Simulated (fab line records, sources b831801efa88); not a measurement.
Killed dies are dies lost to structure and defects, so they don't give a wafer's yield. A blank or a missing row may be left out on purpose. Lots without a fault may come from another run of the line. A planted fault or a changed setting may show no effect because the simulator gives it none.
A struck lot beside a sound one | flow sfq_line | 14 steps out of a route of 325
Sound: wafers L524.2, L524.4, L524.6. Struck: wafer L536.2. (L536.3, L536.6 of the same lot were not struck and are left out.) The cause comes at the end.
At each step with rows: each side's tool, then ch and its chambers, then its first start. Under that, the readings that differ: sound wafers | struck wafers | difference of the means | sigmas: that difference in standard deviations of wafers without a fault.
alike: readings whose means differ by less than 2 such deviations, and words and numbers that are the same on both sides. not compared: withheld readings, readings that some wafer has no value for, bounds like >300 that may hide the same value, and numbers for which the record gives no deviation and whose values overlap.
The two part at a step that has a row with sigmas, a row that says differs or no value, or rows on one side only. Numbers that don't overlap but have no deviation are shown without sigmas and don't part them. A reading that every wafer of one side lacks parts them only if that side has two wafers or more.

first, 2 steps without rows for these wafers: SFQ_TRILAYER_I2_VIA_STRIP_SOLV_CLEAN_072 (cleans in NMP, time 600 s); SFQ_TRILAYER_M3_DEP_PRE_CLEAN_074 (time 22.5 s).
SFQ_TRILAYER_M3_DEP_SPUTTER_073: material Nb, target thk 200 nm, time 133.3 s.
  sound on pvd_sputter-06, day 39 04:30; struck on pvd_sputter-03, day 44 11:29
  alike: throttle_valve_pct
SFQ_M3_RS_MEAS_919: measures by four-point-probe.
  sound on film_metro-04, day 39 04:37; struck on film_metro-02, day 44 11:36
  alike: M3_NB_RS
then, 6 steps without rows for these wafers: SFQ_TRILAYER_M3_LITHO_COAT_080 (resist thk 62 nm); SFQ_TRILAYER_M3_LITHO_COAT_075 (resist thk 600 nm); SFQ_TRILAYER_M3_LITHO_SOFTBAKE_079; SFQ_TRILAYER_M3_LITHO_EXPOSE_076 (exposes mask M3, target cd 500 nm); SFQ_TRILAYER_M3_LITHO_PEB_078 (peb time 60 s); SFQ_TRILAYER_M3_LITHO_DEVELOP_077 (time 60 s).
-- the record jumps here: 5 days lie between the struck wafers' starts before and after --
SFQ_M3_OVL_MEAS_921:
  sound on overlay-01, day 44 11:43; struck on overlay-02, day 49 16:47
  alike: M3_OVL
SFQ_TRILAYER_M3_BARC_OPEN_METAL_ETCH_100: etches BARC in O2, target depth 125 nm, time 41.7 s.
  sound on rie_metal-03 ch 0,1, day 44 11:44; struck on rie_metal-03 ch 1, day 49 16:49
  reading                                             | sound           | struck | difference | sigmas
  model.KrF_of_TRILAYER_M3_LITHO_COAT_075.thk_nm (nm) | 519.7 520 521.7 | 526.3  | +5.8       |
  alike: drypump_motor_current_A, oes_product_au
  not compared: rf_hours_counter_h
SFQ_TRILAYER_M3_ETCH_METAL_ETCH_078: etches Nb in Cl2/Ar, stops on SiO2, target depth 240 nm, time 120 s.
  sound on rie_metal-03 ch 0,1, day 44 11:48; struck on rie_metal-03 ch 1, day 49 16:52
  reading                                             | sound           | struck | difference | sigmas
  model.KrF_of_TRILAYER_M3_LITHO_COAT_075.thk_nm (nm) | 378 378.4 376.4 | 382    | +4         |
  alike: drypump_motor_current_A, oes_product_au
  not compared: rf_hours_counter_h
SFQ_TRILAYER_M3_STRIP_STRIP_079: strips in O2.
  sound on rie_metal-03 ch 0,1, day 44 11:55; struck on rie_metal-03 ch 1, day 49 16:59
  alike: drypump_motor_current_A, oes_product_au
  not compared: rf_hours_counter_h

WHERE THEY PART
Nowhere in this record.

WHY: what the simulator had put in
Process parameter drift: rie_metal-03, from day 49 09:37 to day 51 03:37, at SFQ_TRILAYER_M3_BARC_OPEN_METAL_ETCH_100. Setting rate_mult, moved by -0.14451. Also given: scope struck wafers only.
